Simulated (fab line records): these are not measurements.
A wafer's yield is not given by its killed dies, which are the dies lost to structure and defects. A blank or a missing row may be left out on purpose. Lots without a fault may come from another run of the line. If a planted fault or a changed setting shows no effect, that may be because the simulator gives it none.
The same fault as seen by 2 desks	flow sky130	only its own numbers are on each desk; what lay behind them is given at the end

== DESK OF THE TOOL OWNER: implanter-04 ==
For each lot that ran on this tool, the mean over its sampled wafers that have a number, from the tool's own readings at SKY_LDD_N_IMPLANT_11. If a lot's mean is further than 4 standard deviations from the usual mean, the lot is out of limits and carries the mark OUT (the distance appears in the brackets).
Columns: A = doseIonsCm2 at SKY_LDD_N_IMPLANT_11, usual 7.5e+13; B = faradayCurrentUA at SKY_LDD_N_IMPLANT_11, usual 423; C = rotationDeg at SKY_LDD_N_IMPLANT_11, usual 293.01 degrees
lot	first seen here	A	B	C
L542	day 18 07:58	7.5e+13	416	292.99
L541	day 18 09:11	7.5e+13	420	292.96
L545	day 19 20:05	6.7e+13 (-99 or more) OUT	374 (-6.2) OUT	292.99
L546	day 20 10:58	6.7e+13 (-99 or more) OUT	375 (-6.0) OUT	293.02
L554	day 23 09:11	7.5e+13	412	293.00
L558	day 24 15:13	7.5e+13	418	293.01
L559	day 25 08:40	7.5e+13	423	293.03
L561	day 25 21:14	7.5e+13	426	293.02
L562	day 26 04:01	7.5e+13	419	293.01
Finding of this desk: L545, L546 out of limits; the first was L545 at day 19 20:05, on doseIonsCm2 at SKY_LDD_N_IMPLANT_11. In limits: L542, L541, L554, L558, L559, L561, L562.

== METROLOGY DESK ==
Means of the sampled wafers that have a number, per lot and without regard to the tool the lot ran on: this is what the gauges read. If a lot's mean is further than 4 standard deviations from the usual mean, the lot is out of limits and carries the mark OUT (the distance appears in the brackets).
Columns: A = cdNm at SKY_LOCAL_INTERCONNECT_CD_MEAS_11, usual 170.4 nm
lot	first seen here	A
L539	day 30 08:49	170.8
L542	day 30 20:44	171.3
L541	day 31 01:52	171.1
L545	day 32 02:47	170.4
L546	day 32 18:25	170.0
L547	day 32 18:56	168.6
L554	day 35 02:25	172.0
L555	day 35 14:25	169.5
L558	day 36 05:45	171.0
L559	day 36 22:23	172.4
L561	day 37 08:46	171.1
L562	day 37 21:35	168.8
This desk's finding: nothing out of limits on any of the 12 lots.

== PUT TOGETHER ==
At day 19 20:05, on L545, L546, the tool owner's desk was in a position to raise an alarm.
The metrology desk saw nothing out of limits.
The metrology desk has L545, L546 on record, within its limits.
Of the lots named, all ran SKY_LDD_N_IMPLANT_11 on implanter-04.

== WHAT THE SIMULATOR HAD PUT IN ==
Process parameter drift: implanter-04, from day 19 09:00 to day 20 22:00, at SKY_LDD_N_IMPLANT_11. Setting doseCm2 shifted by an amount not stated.
Shown lots that were struck: L545, L546.
Delay in hours, fault start to first out-of-limits reading, by desk: the tool owner's desk at 11.
